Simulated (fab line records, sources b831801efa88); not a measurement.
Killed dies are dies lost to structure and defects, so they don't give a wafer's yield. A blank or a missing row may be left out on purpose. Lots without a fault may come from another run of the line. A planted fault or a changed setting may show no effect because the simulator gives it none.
Which tool did it? | flow sky130 | 13 lots, 38 wafers sampled, at 1 step of a route of 708

WHAT THE GAUGES READ, wafer by wafer
SKY_FIELD_ISO_BOW_MEAS_00. Usual: INCOMING_BOW -1 um, standard deviation 6.5.
lot  | measured    | on            | INCOMING_BOW (um) | flag
L837 | day 1 10:01 | film_metro-04 | 2 -14 11          |
L838 | day 1 15:01 | film_metro-04 | 4 8 6             |
L839 | day 1 20:02 | film_metro-02 | 3 -8 -11          |
L841 | day 2 06:00 | film_metro-03 | -6 3 1            |
L844 | day 2 21:02 | film_metro-04 | 1 1 2             |
L847 | day 3 12:04 | film_metro-02 | -2 3              |
L849 | day 3 22:00 | film_metro-02 | 2 -11 0           |
L854 | day 4 23:00 | film_metro-03 | 6 6 5             |
L855 | day 5 04:01 | film_metro-04 | 7 3 0             |
L857 | day 5 14:00 | film_metro-04 | 2 3 12            |
L858 | day 5 19:00 | film_metro-03 | 8 -1 4            |
L859 | day 6 00:02 | film_metro-04 | -11 0 -9          |
L860 | day 6 05:00 | film_metro-04 | -11 0 -3          |

WHICH TOOL RAN EACH LOT (tool, then ch and the chambers of the sampled wafers, then the start)
The record holds no process step before these readings.

WHAT THE TOOLS THEMSELVES READ (means of the sampled wafers that have a number; where no wafer has one, the mark that the record gives instead)
The record holds no such reading with a usual standard deviation.

THE ANSWER, worked out from the rows above alone
Rule: a lot is off if the mean of its wafers that have a number lies more than 3 standard deviations from the usual mean. A lot without any number at a reading at which 4 lots or more have one is off too. The other lots that the step has rows for count as sound. The gauges are gone through in route order, then the tools' own readings, and for those a lot's mean is taken as printed above. The first step at which some lot is off is used, and at that step the reading that is off furthest; a lot without a number counts as furthest.
No lot is off at any reading shown: from this, nothing can be told.

WHAT THE SIMULATOR HAD PUT IN
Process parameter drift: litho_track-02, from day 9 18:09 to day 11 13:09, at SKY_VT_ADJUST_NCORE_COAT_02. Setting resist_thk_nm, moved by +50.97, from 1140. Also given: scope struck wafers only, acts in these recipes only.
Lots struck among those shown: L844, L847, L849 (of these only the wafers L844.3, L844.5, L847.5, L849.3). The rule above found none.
